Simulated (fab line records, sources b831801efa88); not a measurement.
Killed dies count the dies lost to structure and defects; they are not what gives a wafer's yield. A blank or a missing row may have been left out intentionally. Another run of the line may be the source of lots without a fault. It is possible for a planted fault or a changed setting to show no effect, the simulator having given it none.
Chamber matching    flow sfqLine    SFQ_TRILAYER_L0_VIA_ETCH_VIA_ETCH_016 on rieDiel-02 has 4 sister chambers
The step etches SiO2 in CHF3, stops on MoNx KI, target depth 80 nm. 4 wafers are shown with their chamber, then 9 later ones without.

== WAFERS PAIRED WITH THEIR CHAMBERS ==
wafer   chamber  drypumpMotorCurrentA (A)
L670.3  2        5.2
L673.2  3        6.2
L677.1  1        5.7
L677.3  0        4.8

== WAFERS WITH NO CHAMBER GIVEN ==
wafer   drypumpMotorCurrentA (A)
L677.6  6.2
L681.2  4.8
L681.3  5.3
L681.4  5.7
L684.3  6.2
L684.5  4.8
L687.2  4.8
L687.3  5.2
L687.5  6.2

== EACH ONE'S CHAMBER ==
wafer   from the rows above  in truth
L677.6  3                    3
L681.2  0                    0
L681.3  2                    2
L681.4  1                    1
L684.3  3                    3
L684.5  0                    0
L687.2  0                    0
L687.3  2                    2
L687.5  3                    3
Correct placement for 9 of the 9. Number that these rows cannot place: 0. Wrongly placed: 0.
How it was worked out, from the rows above alone: a wafer's distance from a chamber is the root of the sum, over the readings, of the square of ((its reading less the chamber's mean) divided by the reading's scatter). If the next closest chamber is less than 2 further off than the closest, the wafer can't be placed; otherwise it belongs to the closest. For every chamber, the mean is computed from those of its wafers that are shown. The scatter: root of mean squared gap, hidden wafer to nearest shown wafer, with one shown wafer a chamber.
